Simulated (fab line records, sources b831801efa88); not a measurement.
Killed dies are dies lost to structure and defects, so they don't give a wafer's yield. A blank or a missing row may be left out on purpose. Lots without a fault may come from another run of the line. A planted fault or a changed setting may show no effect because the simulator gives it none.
Tool commonality check | flow sky130 | 11 lots, 33 wafers sampled

WHY IT WAS OPENED
At SKY_PWDE_TW_MEAS_10 the reading PWDE_TW is flagged on 2 of 11 lots. Wafers without a fault read 369.5, standard deviation 2.6.
Rule: a lot is flagged when every wafer of it that has a number lies more than 4 standard deviations from that mean, or none has a number. The other lots count as sound.

lot  | measured    | on            | PWDE_TW, wafer by wafer | flag
L996 | day 4 16:34 | film_metro-02 | 368.4 367.8 366.7       |
L997 | day 4 20:36 | film_metro-01 | 372.1 371.7 371.5       |
L998 | day 5 02:10 | film_metro-02 | 372.0 369.1 367.7       |
L101 | day 5 18:07 | film_metro-04 | 372.2 374.2 371.3       |
L109 | day 7 16:38 | film_metro-02 | 328.6 332.9 328.9       | FLAGGED
L110 | day 7 22:16 | film_metro-01 | 330.8 330.0 328.3       | FLAGGED
L111 | day 8 00:27 | film_metro-01 | 371.9 372.6 370.4       |
L112 | day 8 08:31 | film_metro-02 | 365.7 368.0 367.9       |
L114 | day 8 18:41 | film_metro-01 | 367.9 371.5 371.6       |
L115 | day 9 02:46 | film_metro-02 | 367.3 367.2 366.4       |
L116 | day 9 11:21 | film_metro-01 | 369.2 368.7 370.8       |
The numbers of the flagged lots are 329.9 on average: -39.6 against the usual, or -15 standard deviations.

WHICH TOOL RAN EACH LOT
The record holds 2 process steps before the reading, out of a route of 708 steps. In each cell: the tool, then ch and the chambers that the sampled wafers went through, then the start.
lot  | flag    | SKY_FIELD_ISO_STRIP_16              | SKY_PWDE_IMPLANT_08
L996 |         | plasma_asher-03 ch 1, day 3 00:02   | implanter-02 ch 0, day 4 16:19
L997 |         | plasma_asher-01 ch 0,1, day 3 02:56 | implanter-04 ch 0, day 4 20:21
L998 |         | plasma_asher-01 ch 0,1, day 3 08:11 | implanter-04 ch 0, day 5 01:55
L101 |         | plasma_asher-02 ch 0,1, day 3 22:10 | implanter-02 ch 0, day 5 17:52
L109 | FLAGGED | plasma_asher-02 ch 0,1, day 5 16:07 | implanter-04 ch 0, day 7 16:26
L110 | FLAGGED | plasma_asher-03 ch 0,1, day 5 23:11 | implanter-04 ch 0, day 7 22:03
L111 |         | plasma_asher-02 ch 0,1, day 6 01:59 | implanter-03 ch 0, day 8 00:12
L112 |         | plasma_asher-03 ch 0,1, day 6 08:59 | implanter-03 ch 0, day 8 08:18
L114 |         | plasma_asher-03 ch 0,1, day 6 18:38 | implanter-03 ch 0, day 8 18:25
L115 |         | plasma_asher-01 ch 0,1, day 7 02:43 | implanter-03 ch 0, day 9 02:32
L116 |         | plasma_asher-03 ch 0,1, day 7 07:19 | implanter-03 ch 0, day 9 11:06
What these steps do:
- SKY_FIELD_ISO_STRIP_16: strips in O2/N2.
- SKY_PWDE_IMPLANT_08
- SKY_PWDE_TW_MEAS_10

FLAGGED OVER TOTAL, TOOL BY TOOL (the gauges that took the reading come last)
step                   | tool            | lots run | flagged | share of the flagged lots | sound lots run after its first flagged lot
SKY_FIELD_ISO_STRIP_16 | plasma_asher-01 | 3        | 0       | none                      | -
SKY_FIELD_ISO_STRIP_16 | plasma_asher-02 | 3        | 1       | some                      | 1 (L111)
SKY_FIELD_ISO_STRIP_16 | plasma_asher-03 | 5        | 1       | some                      | 3 (L112,L114,L116)
SKY_PWDE_IMPLANT_08    | implanter-02    | 2        | 0       | none                      | -
SKY_PWDE_IMPLANT_08    | implanter-03    | 5        | 0       | none                      | -
SKY_PWDE_IMPLANT_08    | implanter-04    | 4        | 2       | all                       | 0
SKY_PWDE_TW_MEAS_10    | film_metro-01   | 5        | 1       | some                      | 3 (L111,L114,L116)
SKY_PWDE_TW_MEAS_10    | film_metro-02   | 5        | 1       | some                      | 2 (L112,L115)
SKY_PWDE_TW_MEAS_10    | film_metro-04   | 1        | 0       | none                      | -

WHAT THE TABLE ALLOWS
1 row of the table ran every flagged lot: implanter-04 at SKY_PWDE_IMPLANT_08.
- implanter-04 at SKY_PWDE_IMPLANT_08: 2 of its 4 lots flagged. Its last sound lot is L998 (day 5 01:55), its first flagged lot L109 (day 7 16:26): a fault that began between those two fits. Its own readings lie more than 4 standard deviations out on every wafer of the flagged lots: dose_ions_cm2, faraday_current_uA.
One tool is left: implanter-04 at SKY_PWDE_IMPLANT_08.

WHAT THE SIMULATOR HAD PUT IN
Process parameter drift: implanter-04, from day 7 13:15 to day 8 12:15, at SKY_PWDE_IMPLANT_08. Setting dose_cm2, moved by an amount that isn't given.
Lots struck among those shown: L109, L110. The rule above found the same.
